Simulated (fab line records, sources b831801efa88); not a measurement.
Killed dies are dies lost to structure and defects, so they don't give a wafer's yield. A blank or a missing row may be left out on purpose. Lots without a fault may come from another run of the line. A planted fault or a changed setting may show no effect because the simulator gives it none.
Split-lot experiment | flow sky130 | 5 lots, 23 wafers read, on a route of 708 steps

THE SPLIT
At SKY_POLY_GATE_COAT_08 (resist thk 450 nm), the setting resist_thk_nm was moved away from the recipe's 450 nm on 6 of the 23 wafers read, by -4.7% to +2.8%. The other wafers ran this setting at the recipe's value.

FROM THE SPLIT TO THE READING: what the file shows between them, 1 step
- SKY_POLY_GATE_ETCH_16: etches Si3N4 in CH3F/O2, stops on poly-Si, time 147.5 s, target depth 75 nm (also split here: source_w)

THE READING
KrF-thick_of_POLY_GATE_COAT_08.thk_nm (the simulator's own value, which no gauge read), in nm, at SKY_POLY_GATE_ETCH_17 (etches poly-Si in HBr/Cl2, stops on SiO2, target depth 180 nm, time 70.5 s). The file gives no usual value for it. The 17 wafers here that ran the recipe average 139.7 nm, standard deviation 2.5 nm.

wafer  | tool, chamber at the split | resist_thk_nm as run, nm | against the recipe | KrF-thick_of_POLY_GATE_COAT_08.thk_nm, nm | against lot-mates on the recipe
L074.1 | litho_track-03, 0          | 428.9                    | -4.7%              | 120.4                                     | -18.8
L074.2 | litho_track-03, 0          | 450                      | recipe             | 140.5                                     | -
L074.4 | litho_track-03, 0          | 428.9                    | -4.7%              | 119.9                                     | -19.2
L074.6 | litho_track-03, 0          | 428.9                    | -4.7%              | 119.9                                     | -19.2
L074.5 | litho_track-03, 0          | 450                      | recipe             | 137.8                                     | -
L077.1 | litho_track-03, 0          | 450                      | recipe             | 138.4                                     | -
L077.2 | litho_track-03, 0          | 450                      | recipe             | 136                                       | -
L077.3 | litho_track-03, 0          | 450                      | recipe             | 133.8                                     | -
L077.4 | litho_track-03, 0          | 450                      | recipe             | 141.6                                     | -
L077.6 | litho_track-03, 0          | 450                      | recipe             | 141.6                                     | -
L081.1 | litho_track-01, 0          | 462.5                    | +2.8%              | 155.2                                     | +12.9
L081.2 | litho_track-01, 0          | 450                      | recipe             | 142                                       | -
L081.4 | litho_track-01, 0          | 450                      | recipe             | 142.5                                     | -
L081.5 | litho_track-01, 0          | 462.5                    | +2.8%              | 158.2                                     | +15.9
L081.6 | litho_track-01, 0          | 462.5                    | +2.8%              | 153.9                                     | +11.7
L083.4 | litho_track-04, 0          | 450                      | recipe             | 139.5                                     | -
L083.5 | litho_track-04, 0          | 450                      | recipe             | 140.7                                     | -
L083.6 | litho_track-04, 0          | 450                      | recipe             | 141.9                                     | -
L085.1 | litho_track-04, 0          | 450                      | recipe             | 140.2                                     | -
L085.2 | litho_track-04, 0          | 450                      | recipe             | 138.3                                     | -
L085.3 | litho_track-04, 0          | 450                      | recipe             | 143                                       | -
L085.4 | litho_track-04, 0          | 450                      | recipe             | 136.3                                     | -
L085.6 | litho_track-04, 0          | 450                      | recipe             | 141.1                                     | -

THE FIT
A straight line over all 23 wafers: KrF-thick_of_POLY_GATE_COAT_08.thk_nm changes by +4.65 nm for each +1% of resist_thk_nm; r = +0.96; the points scatter about the line by 2.7 nm.
The same after taking each lot's own level away (the mean of its wafers on the recipe; 23 wafers): +4.3 nm for each +1%; r = +0.97; scatter 2.2 nm.
On that fit, the largest move of resist_thk_nm shifts the reading by 20 nm.
The lots' own levels span 138.28 to 142.25 nm, that is 1.6 times the standard deviation above.
So the lot-to-lot level changes the slope little: the two slopes agree.
Check: with one of the wafers moved furthest among these (-4.7%) left out of the fit, the line predicts -20.2 nm for it against its lot-mates. It came out at -18.8 nm against them.

OTHER SPLITS ON THESE WAFERS
These wafers also went through other splits before the reading. Each is held against what the fit with the lots' levels taken away leaves over:
other split on the same wafers       | wafers away from the commonest value | r with KrF-thick_of_POLY_GATE_COAT_08.thk_nm (lot level and that fit taken away)
SKY_GATE_OXIDE_OXIDATION_01 temp_c   | 10                                   | -0.04
SKY_GATE_OXIDE_COAT_05 spin_rpm      | 9                                    | +0.01
SKY_GATE_OXIDE_IMPLANT_11 energy_kev | 5                                    | +0.04
SKY_RES_PROTECT_SOFTBAKE_03 temp_c   | 6                                    | -0.23
SKY_POLY_GATE_CVD_03 pressure_mtorr  | 18                                   | +0.05
SKY_POLY_GATE_ETCH_16 source_w       | 6                                    | -0.49

THE WHOLE CHAIN: every reading that the file lists as answering this split, in the file's order
step                   | what it does                                                                | reading                                                                                | change (the file's fit)              | r (the file's)
SKY_POLY_GATE_COAT_08  | resist thk 450 nm                                                           | KrF-thick_of_POLY_GATE_COAT_08.thk_nm (the simulator's own value, which no gauge read) | +4.48 nm for each +1% of the setting | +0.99
SKY_POLY_GATE_ETCH_16  | etches Si3N4 in CH3F/O2, stops on poly-Si, time 147.5 s, target depth 75 nm | KrF-thick_of_POLY_GATE_COAT_08.thk_nm (the simulator's own value, which no gauge read) | +4.63 nm for each +1% of the setting | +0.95
SKY_POLY_GATE_ETCH_17  | etches poly-Si in HBr/Cl2, stops on SiO2, target depth 180 nm, time 70.5 s  | KrF-thick_of_POLY_GATE_COAT_08.thk_nm (the simulator's own value, which no gauge read) | +4.28 nm for each +1% of the setting | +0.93
SKY_POLY_GATE_STRIP_18 | strips in O2/N2                                                             | strip_time_to_endpoint_s                                                               | withheld for each +1% of the setting | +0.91

THE FILE'S OWN FIT
KrF-thick_of_POLY_GATE_COAT_08.thk_nm changes by +4.28 nm for each +1% of resist_thk_nm, r = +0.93.
